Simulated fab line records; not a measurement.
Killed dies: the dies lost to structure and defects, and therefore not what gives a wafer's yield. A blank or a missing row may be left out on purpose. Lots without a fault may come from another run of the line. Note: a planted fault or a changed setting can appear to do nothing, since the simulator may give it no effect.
Code-filled problem report in 8D (eight disciplines) form	flow sky130	the parts of the form that need people (team, actions taken, sign-off) are left out

== 1. WHAT WENT WRONG ==
Wafers free of any fault read 0.270 ohm/sq (standard deviation 0.0031) for VIA2_W_RS at SKY_VIA2_RS_MEAS_22, against a mean of 0.148 ohm/sq on 4 wafers of 2 lots. Relative to the usual mean, that is a shift of -39 standard deviations.
The step: measures by four-point-probe.
Earliest sighting: wafer L194.2 on filmMetro-03 at day 41 00:34. Wafers with a number at this step in the record: 33, from 11 lots. Rule for "out" (also "out of limits"): further than 4 standard deviations from the usual mean. Any other wafer with a number is counted as sound.

== 2. WHAT THIS IS AND IS NOT ==
question	is	is not
which readings at this step	VIA2_W_RS	-
which lots	L194, L195	L179, L182, L183, L184, L185, L186, L187, L190, L192
which wafers of those lots	L194.2, L194.6, L195.2, L195.4	L194.3, L195.1
read on which gauges	filmMetro-03	filmMetro-02, filmMetro-04
when	from day 41 00:34	up to then (28 sound wafers); but 1 sound wafer of L195 came after

== 3. WHAT RULES OUT EACH SUSPECT ==
Counting: if a tool at a process step up to the reading ran every lot that is out, it stays a suspect. Sound lots after the first of them don't rule it out here, since some wafers of a struck lot are sound.
- the gauge at SKY_VIA2_RS_MEAS_22 is ruled out. All the wafers that are out were read on filmMetro-03, but those of them that SKY_VIA2_CMP_24 has rows for are out there too, on other tools.
- cvdW-01 at SKY_VIA2_CVD_21 (deposits W, target thk 420 nm, time 126.4 s): kept. It processed each lot that is out (first: L194, day 41 00:25); up to then, its last sound lot is L184 (day 38 05:46).
Remaining after the count: cvdW-01 at SKY_VIA2_CVD_21.

== 4. THE CAUSE (what the simulator had put in) ==
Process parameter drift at SKY_VIA2_CVD_21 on cvdW-01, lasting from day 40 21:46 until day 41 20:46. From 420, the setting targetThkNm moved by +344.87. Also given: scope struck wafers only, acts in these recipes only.
This tool alone remained once counting was done.

== 5. THE CHAIN OF EFFECTS, in route order ==
Rows list readings where the struck wafers' mean (over those with a number) sits beyond 3 standard deviations from the usual. Only readings whose record carries a usual standard deviation are examined. hours: median over the lots of the time between each lot's start at the first step of this table that gives one and its start at this step. sigmas: the change, counted in usual standard deviations.
hours	step	reading	usual	on struck wafers	change	sigmas
0	SKY_VIA2_RS_MEAS_22	VIA2_W_RS	0.270 ohm/sq	0.148	-0.122	-39
8	SKY_VIA2_CMP_24	timeToEndpointS	106 s	187	+81	+14
It contains these process steps:
- SKY_VIA2_CMP_24: polishes, stops on SiO2, t overpolish 20 s, target thk 0 nm.

== 6. WHAT WOULD HAVE CAUGHT IT SOONER ==
In this record the first reading out of limits at a measuring or inspecting step was taken at day 41 00:34, 3 hours after the fault began at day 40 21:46.
No tool reading at SKY_VIA2_CVD_21 that has a usual standard deviation in the record was out on any struck wafer, so an alarm limit of 4 standard deviations on those readings would not have fired.
Lots out: 2; of these, L195 started SKY_VIA2_CVD_21 on cvdW-01 after day 41 00:34. A hold on the tool at that time would have spared it.
